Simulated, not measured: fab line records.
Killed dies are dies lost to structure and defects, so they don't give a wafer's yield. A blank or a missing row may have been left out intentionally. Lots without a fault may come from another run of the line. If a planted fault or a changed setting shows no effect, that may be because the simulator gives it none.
What tool caused it?	flow sky130	12 lots, 36 wafers sampled, at 6 steps of a route of 708

WHAT THE GAUGES READ, wafer by wafer
SKY_FIELD_ISO_THK_MEAS_25. Usual: for FIELD_ISO_CVD_24_THK the level is 594 nm and the standard deviation is 6.
lot	measured	on	FIELD_ISO_CVD_24_THK (nm)	flag
L453	day 2 06:43	film-metro-04	603 597 582	
L454	day 2 13:57	film-metro-04	596 600 593	
L456	day 2 23:58	film-metro-01	596 603 596	
L457	day 3 07:03	film-metro-04	592 583 583	
L458	day 3 09:56	film-metro-03	597 595 603	
L459	day 3 15:19	film-metro-03	592 592 594	
L461	day 4 00:56	film-metro-04	599 601 600	
L462	day 4 06:28	film-metro-04	596 603 599	
L465	day 4 20:56	film-metro-01	589 602 592	
L466	day 5 04:46	film-metro-01	590 766 593	OFF
L473	day 6 16:28	film-metro-04	602 601 602	
L476	day 7 08:04	film-metro-01	596 600 587	

SKY_VIA1_THK_MEAS_23: measures by xrf. Usual: for VIA1_W_THK the level is 265 nm and the standard deviation is 3.4.
lot	measured	on	VIA1_W_THK (nm)	flag
L453	day 33 13:18	film-metro-01	264 267 266	
L454	day 34 07:43	film-metro-01	261 267 266	
L456	day 35 04:36	film-metro-04	260 264 263	
L457	day 35 07:17	film-metro-01	260 264 263	
L458	day 35 16:04	film-metro-02	263 270 262	
L459	day 36 04:44	film-metro-04	271 275 270	
L461	day 36 18:22	film-metro-02	267 261 266	
L462	day 36 21:05	film-metro-02	262 260 264	
L465	day 37 15:31	film-metro-01	267 265 265	
L466	day 38 04:55	film-metro-04	264 267 265	
L473	day 40 18:40	film-metro-02	265 263 260	
L476	day 41 06:55	film-metro-02	262 262 264	

SKY_METAL5_THK_MEAS_06: measures by xrf. Usual: for METAL5_ALCU_THK the level is 1144 nm and the standard deviation is 11.
lot	measured	on	METAL5_ALCU_THK (nm)	flag
L453	day 42 09:29	film-metro-02	1158 1157 1162	
L454	day 43 03:07	film-metro-03	1159 1149 1157	
L456	day 43 21:20	film-metro-04	1135 1150 1126	
L457	day 43 23:51	film-metro-04	1143 1136 1149	
L458	day 44 08:31	film-metro-02	1145 1132 1143	
L459	day 44 18:31	film-metro-03	1168 1148 1152	
L461	day 45 05:02	film-metro-04	1140 1134 1148	
L462	day 45 06:52	film-metro-02	1128 1135 1134	
L465	day 46 01:27	film-metro-04	1141 1136 1142	
L466	day 46 08:45	film-metro-03	1157 1142 1143	
L473	day 48 11:55	film-metro-03	1148 1140 1142	
L476	day 48 20:40	film-metro-04	1142 1148 1140	

EACH LOT AND THE TOOL THAT RAN IT (in order: tool; ch and the chambers of the sampled wafers; start)
lot	SKY_FIELD_ISO_CVD_24	SKY_FIELD_ISO_CMP_27	SKY_METAL2_DESCUM_17
L453	hdpcvd-02 ch 0,2, day 2 06:39	cmp-01 ch 1,3, day 2 09:36	rie-metal-02 ch 1, day 34 16:44
L454	hdpcvd-01 ch 0,2, day 2 13:52	cmp-01 ch 1,2,3, day 2 15:30	rie-metal-02 ch 0,1, day 35 10:32
L456	hdpcvd-01 ch 0,1,2, day 2 23:54	cmp-02 ch 0,2,3, day 3 01:39	rie-metal-02 ch 0,1, day 36 07:41
L457	hdpcvd-01 ch 0,1, day 3 06:58	cmp-01 ch 1,2, day 3 08:37	rie-metal-03 ch 0,1, day 36 09:55
L458	hdpcvd-02 ch 0,1,2, day 3 09:52	cmp-01 ch 2,3, day 3 12:50	rie-metal-02 ch 0,1, day 36 19:52
L459	hdpcvd-01 ch 1,2, day 3 15:15	cmp-01 ch 2,3, day 3 17:06	rie-metal-03 ch 0,1, day 37 07:05
L461	hdpcvd-02 ch 0,2, day 4 00:52	cmp-02 ch 1,3, day 4 03:42	rie-metal-02 ch 0, day 37 20:55
L462	hdpcvd-02 ch 0,1, day 4 06:23	cmp-01 ch 0,2,3, day 4 09:25	rie-metal-03 ch 0,1, day 37 23:40
L465	hdpcvd-01 ch 0,2, day 4 20:52	cmp-02 ch 0,2,3, day 4 22:33	rie-metal-02 ch 0,1, day 38 17:37
L466	hdpcvd-02 ch 1,2, day 5 04:39	cmp-01 ch 0,1,3, day 5 07:42	rie-metal-03 ch 0,1, day 39 06:46
L473	hdpcvd-01 ch 0,1, day 6 16:24	cmp-01 ch 2,3, day 6 18:05	rie-metal-02 ch 1, day 41 19:14
L476	hdpcvd-01 ch 0,1,2, day 7 07:59	cmp-01 ch 0,1,3, day 7 11:09	rie-metal-02 ch 0,1, day 42 06:50
- SKY_FIELD_ISO_CVD_24: deposits SiO2, target thk 595 nm, time 99.2 s.
- SKY_FIELD_ISO_CMP_27: polishes, stops on Si3N4, t overpolish 16 s, target thk 457.8 nm.
- SKY_METAL2_DESCUM_17: chemistry O2, time 8 s.

AS READ BY THE TOOLS THEMSELVES (means over the sampled wafers that have a number; for cases with no such wafer, the mark the record gives instead)
SKY_FIELD_ISO_CMP_27. Usual: motor-current-A 11.0 A, standard deviation 1.2; slurry-flow-ml-min 150.0, standard deviation 0.46; time-to-endpoint-s 112 s, standard deviation 3.8.
lot	tool	motor-current-A (A)	slurry-flow-ml-min	time-to-endpoint-s (s)	flag
L453	cmp-01	11.2	150.3	114	
L454	cmp-01	11.2	149.9	110	
L456	cmp-02	10.6	149.9	111	
L457	cmp-01	10.2	149.8	115	
L458	cmp-01	10.9	150.3	115	
L459	cmp-01	10.5	150.2	113	
L461	cmp-02	11.9	150.3	112	
L462	cmp-01	10.9	149.9	115	
L465	cmp-02	10.4	150.1	111	
L466	cmp-01	11.3	150.2	123	
L473	cmp-01	10.2	149.8	112	
L476	cmp-01	11.5	149.9	114	

SKY_METAL2_DESCUM_17. Usual: drypump-motor-current-A 5.8 A, standard deviation 0.53; oes-product-au 1.007 a.u., standard deviation 0.0079.
lot	tool	drypump-motor-current-A (A)	oes-product-au (a.u.)	flag
L453	rie-metal-02	6.3	1.009	
L454	rie-metal-02	6.0	1.007	
L456	rie-metal-02	6.0	0.997	
L457	rie-metal-03	5.0	1.006	
L458	rie-metal-02	6.2	1.006	
L459	rie-metal-03	5.1	1.003	
L461	rie-metal-02	5.9	1.000	
L462	rie-metal-03	5.0	1.003	
L465	rie-metal-02	6.2	1.010	
L466	rie-metal-03	5.1	1.004	
L473	rie-metal-02	6.3	1.016	
L476	rie-metal-02	6.2	1.007	

THE ANSWER, worked out from the rows above alone
Rule: lot off if the mean of its wafers having a number is beyond 3 standard deviations from the usual mean. Also off: a lot with no number at a reading for which 4 or more lots have one. Any other lot the step has rows for is counted as sound. After the gauges, taken in route order, come the tools' own readings; for these a lot's mean is taken, as printed above. The first step at which some lot is off is used, and at that step the reading that is off furthest; a lot without a number counts as furthest.
Off: L466, seen at SKY_FIELD_ISO_THK_MEAS_25 (FIELD_ISO_CVD_24_THK).
If a tool, at a process step before that reading, ran all the lots that are off and no sound lot after the first of them, it fits. Gauges at SKY_FIELD_ISO_THK_MEAS_25: tried the same way as those tools. One candidate fits, namely hdpcvd-02 at SKY_FIELD_ISO_CVD_24. Its last sound lot is L462 (day 4 06:23), its first lot that is off L466 (day 5 04:39): a fault that began between those two fits.

WHAT WAS PUT IN BY THE SIMULATOR
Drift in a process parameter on hdpcvd-02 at SKY_FIELD_ISO_CVD_24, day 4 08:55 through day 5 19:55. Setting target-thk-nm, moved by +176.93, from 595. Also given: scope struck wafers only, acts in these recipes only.
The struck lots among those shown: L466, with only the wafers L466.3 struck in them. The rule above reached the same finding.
